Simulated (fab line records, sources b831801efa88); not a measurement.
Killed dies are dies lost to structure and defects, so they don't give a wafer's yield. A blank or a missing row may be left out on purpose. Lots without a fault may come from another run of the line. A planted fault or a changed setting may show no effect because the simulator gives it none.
Chamber matching | flow gf180mcu | GF_V4_CMP_04 on cmp-02: 4 sister chambers
The step polishes SiO2. 4 wafers are shown with their chamber, then 7 later ones without.

WAFERS WITH THEIR CHAMBER
wafer  | chamber | motor_current_A (A)
L927.1 | 0       | 13.1
L929.2 | 2       | 12.1
L930.3 | 3       | 13.9
L930.4 | 1       | 10.3

WAFERS WITHOUT THEIR CHAMBER
wafer  | motor_current_A (A)
L930.6 | 13.4
L941.2 | 11.5
L941.4 | 13.3
L941.6 | 12.9
L946.3 | 12.2
L946.5 | 11.0
L946.6 | 13.8

WHICH CHAMBER EACH WENT THROUGH
wafer  | from the rows above     | in truth
L930.6 | can't be placed: 0 or 3 | 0
L941.2 | can't be placed: 2 or 1 | 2
L941.4 | can't be placed: 0 or 3 | 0
L941.6 | can't be placed: 0 or 2 | 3
L946.3 | 2                       | 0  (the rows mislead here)
L946.5 | can't be placed: 1 or 2 | 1
L946.6 | can't be placed: 3 or 0 | 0
Placed correctly: 0 of 7. Can't be placed from these rows: 6 (the true chamber is among the candidates in 5). Placed wrongly: 1.
How it was worked out, from the rows above alone: a wafer's distance from a chamber is the root of the sum, over the readings, of the square of ((its reading less the chamber's mean) divided by the reading's scatter). The wafer belongs to the nearest chamber; if the next one is less than 2 further off, it can't be placed. A chamber's mean is the mean of its shown wafers. The scatter: with one shown wafer a chamber, the root of the mean of the squares of how far each hidden wafer lies from its nearest shown one.
